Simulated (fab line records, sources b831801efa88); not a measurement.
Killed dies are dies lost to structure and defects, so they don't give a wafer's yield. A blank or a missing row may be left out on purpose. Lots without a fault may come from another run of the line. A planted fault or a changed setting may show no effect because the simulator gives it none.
A struck lot beside a sound one | flow sky130 | 13 steps out of a route of 708
Sound: wafers L629.1, L629.2, L629.6. Struck: wafers L622.1, L622.4, L622.5. The cause comes at the end.
At each step with rows: each side's tool, then ch and its chambers, then its first start. Under that, the readings that differ: sound wafers | struck wafers | difference of the means | sigmas: that difference in standard deviations of wafers without a fault.
alike: readings whose means differ by less than 2 such deviations, and words and numbers that are the same on both sides. not compared: withheld readings, readings that some wafer has no value for, bounds like >300 that may hide the same value, and numbers for which the record gives no deviation and whose values overlap.
The two part at a step that has a row with sigmas, a row that says differs or no value, or rows on one side only. Numbers that don't overlap but have no deviation are shown without sigmas and don't part them. A reading that every wafer of one side lacks parts them only if that side has two wafers or more.

SKY_NWELL_TW_MEAS_26:
  sound on film_metro-03, day 10 21:20; struck on film_metro-01, day 9 20:13
  reading    | sound             | struck            | difference | sigmas
  NWELL_2_TW | 499.4 495.1 499.8 | 492.4 494.7 492.4 | -4.9       | -2
then, 1 step without rows for these wafers: SKY_NWELL_CLEAN_27 (cleans in SC1/SC2, time 150 s).
SKY_NWELL_RTA_28: time 30 s.
  sound on rtp_anneal-01 ch 0, day 10 21:27; struck on rtp_anneal-01 ch 0, day 9 20:20
  alike: lamp_power_pct, ramp_up_c_per_s, wafer_temp_C_max
SKY_NWELL_RS_MEAS_29: measures by four-point-probe.
  sound on film_metro-01, day 10 21:33; struck on film_metro-03, day 9 20:26
  alike: NWELL_RS
SKY_NWELL_RS_MEAS_31: measures by four-point-probe.
  sound on film_metro-01, day 10 21:47; struck on film_metro-03, day 9 20:40
  alike: PWDE_RS
then, 6 steps without rows for these wafers: SKY_VT_ADJUST_HVTP_DEHYDRATE_00 (time 60 s); SKY_VT_ADJUST_HVTP_HMDS_01 (prime time 60 s); SKY_VT_ADJUST_HVTP_COAT_02 (resist thk 1140 nm); SKY_VT_ADJUST_HVTP_SOFTBAKE_03 (time 60 s); SKY_VT_ADJUST_HVTP_EXPOSE_04 (exposes mask HVTPM, target cd 380 nm); SKY_VT_ADJUST_HVTP_PEB_05.
SKY_VT_ADJUST_HVTP_DEVELOP_06: develop time 60 s.
  sound on litho_track-04 ch 0, day 11 20:23; struck on litho_track-02, day 10 17:57
  no value came back on the struck wafers for chill_plate_temp_C (C), develop_time_s (s); on the sound wafers chill_plate_temp_C (C) reads 22.92 23.09 23.05
SKY_VT_ADJUST_HVTP_CD_MEAS_07: target cd 380 nm.
  sound on cd_sem-02, day 11 20:32; struck on cd_sem-02, day 10 18:06
  reading    | sound             | struck | difference                    | sigmas
  cd_nm (nm) | 379.4 380.3 378.6 | - - -  | no value on the struck wafers |

WHERE THEY PART
First at SKY_NWELL_TW_MEAS_26; last, within this record, at SKY_VT_ADJUST_HVTP_CD_MEAS_07.

WHY: what the simulator had put in
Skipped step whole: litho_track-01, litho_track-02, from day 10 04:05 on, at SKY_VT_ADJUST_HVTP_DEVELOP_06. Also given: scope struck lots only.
